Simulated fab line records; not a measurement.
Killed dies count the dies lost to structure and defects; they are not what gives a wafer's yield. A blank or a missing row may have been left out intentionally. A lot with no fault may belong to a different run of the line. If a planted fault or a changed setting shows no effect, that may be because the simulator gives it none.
The tool behind it: which one?	flow sky130	11 lots with 33 wafers sampled at 3 steps, on a route of 708 steps

## WHAT THE GAUGES READ, wafer by wafer
SKY_METAL4_CD_MEAS_13: target cd 300 nm.
lot	measured	on	cd-nm (nm)
L983	day 42 07:38	cd-sem-01	299.8 299.8 300.1
L984	day 42 17:15	cd-sem-01	299.5 301.9 300.1
L989	day 44 00:29	cd-sem-02	298.0 297.7 297.4
L991	day 44 15:34	cd-sem-01	301.5 299.8 300.3
L993	day 44 21:52	cd-sem-01	298.0 297.7 297.9
L992	day 44 23:07	cd-sem-01	299.2 299.2 299.5
L999	day 46 11:04	cd-sem-02	299.7 300.6 300.0
L100	day 46 16:21	cd-sem-01	301.3 301.8 300.6
L103	day 47 03:06	cd-sem-01	299.1 299.0 301.5
L102	day 47 04:23	cd-sem-02	301.0 299.2 301.4
L105	day 47 21:08	cd-sem-01	301.8 300.4 300.1

## TOOL THAT RAN EACH LOT (tool first, then ch and the chambers of the sampled wafers, then the start)
lot	SKY_METAL4_SPUTTER_02	SKY_CAP2M_METAL_ETCH_13
L983	pvd-sputter-04, day 40 07:26	rie-metal-04 ch 0,1, day 41 07:33
L984	pvd-sputter-04, day 40 17:20	rie-metal-04 ch 0,1, day 41 17:16
L989	pvd-sputter-04, day 42 01:04	rie-metal-02 ch 0,1, day 43 00:33
L991	pvd-sputter-04, day 42 18:05	rie-metal-04 ch 0,1, day 43 16:40
L993	pvd-sputter-01, day 43 00:09	rie-metal-02 ch 0,1, day 43 23:14
L992	pvd-sputter-02, day 43 01:00	rie-metal-03 ch 0,1, day 44 00:38
L999	pvd-sputter-02, day 44 15:46	rie-metal-04 ch 0,1, day 45 13:41
L100	pvd-sputter-02, day 44 21:37	rie-metal-03 ch 0,1, day 45 19:25
L103	pvd-sputter-04, day 45 08:53	rie-metal-02 ch 0, day 46 06:12
L102	pvd-sputter-04, day 45 09:58	rie-metal-03 ch 0,1, day 46 07:18
L105	pvd-sputter-01, day 46 04:41	rie-metal-04 ch 0,1, day 47 00:55
- SKY_METAL4_SPUTTER_02: material AlCu, target thk 735 nm, time 39.1 s.
- SKY_CAP2M_METAL_ETCH_13: etches TiN in Cl2/BCl3, stops on SiO2, target depth 220 nm, time 62.9 s.

## WHAT THE TOOLS THEMSELVES READ (means of the sampled wafers that have a number; where no wafer has one, the mark that the record gives instead)
SKY_METAL4_SPUTTER_02.
lot	tool	throttle-valve-pct (%)
L983	pvd-sputter-04	30.0
L984	pvd-sputter-04	28.2
L989	pvd-sputter-04	30.2
L991	pvd-sputter-04	30.2
L993	pvd-sputter-01	30.2
L992	pvd-sputter-02	29.3
L999	pvd-sputter-02	29.7
L100	pvd-sputter-02	29.0
L103	pvd-sputter-04	29.0
L102	pvd-sputter-04	30.3
L105	pvd-sputter-01	30.7

SKY_CAP2M_METAL_ETCH_13.
lot	tool	drypump-motor-current-A (A)	oes-product-au (a.u.)	throttle-valve-pct (%)
L983	rie-metal-04	5.5	0.940	21.910
L984	rie-metal-04	5.7	0.937	21.910
L989	rie-metal-02	6.2	0.936	21.908
L991	rie-metal-04	5.5	0.952	21.897
L993	rie-metal-02	6.2	0.942	21.903
L992	rie-metal-03	5.5	0.945	21.900
L999	rie-metal-04	5.7	0.943	21.898
L100	rie-metal-03	5.9	0.942	21.901
L103	rie-metal-02	6.5	0.936	21.903
L102	rie-metal-03	5.5	0.934	21.895
L105	rie-metal-04	5.6	0.944	21.911

## THE ANSWER, worked out from the rows above alone
Rule: usual is defined by the lots themselves. The widest of any qualifying gaps counts: lots, ordered by their means at a reading, are off when they make up no more than a third of the lots, leave a main group of 4 or more, and stand apart from it by 3 or more times the standard deviation of that group's means. Not used: any main group whose means are identical at the precision the tables above print for the reading. A lot without any number at a reading at which 4 lots or more have one is off too. Where the step has rows for the other lots, those lots are counted as sound. Order of review: gauges by route order, followed by the tools' own readings, for which a lot's mean as printed above is used. The first step at which some lot is off is used, and at that step the reading that is off furthest; a lot without a number counts as furthest.
None of the lots is off at any reading shown; this tells nothing.

## WHAT THE SIMULATOR PUT IN
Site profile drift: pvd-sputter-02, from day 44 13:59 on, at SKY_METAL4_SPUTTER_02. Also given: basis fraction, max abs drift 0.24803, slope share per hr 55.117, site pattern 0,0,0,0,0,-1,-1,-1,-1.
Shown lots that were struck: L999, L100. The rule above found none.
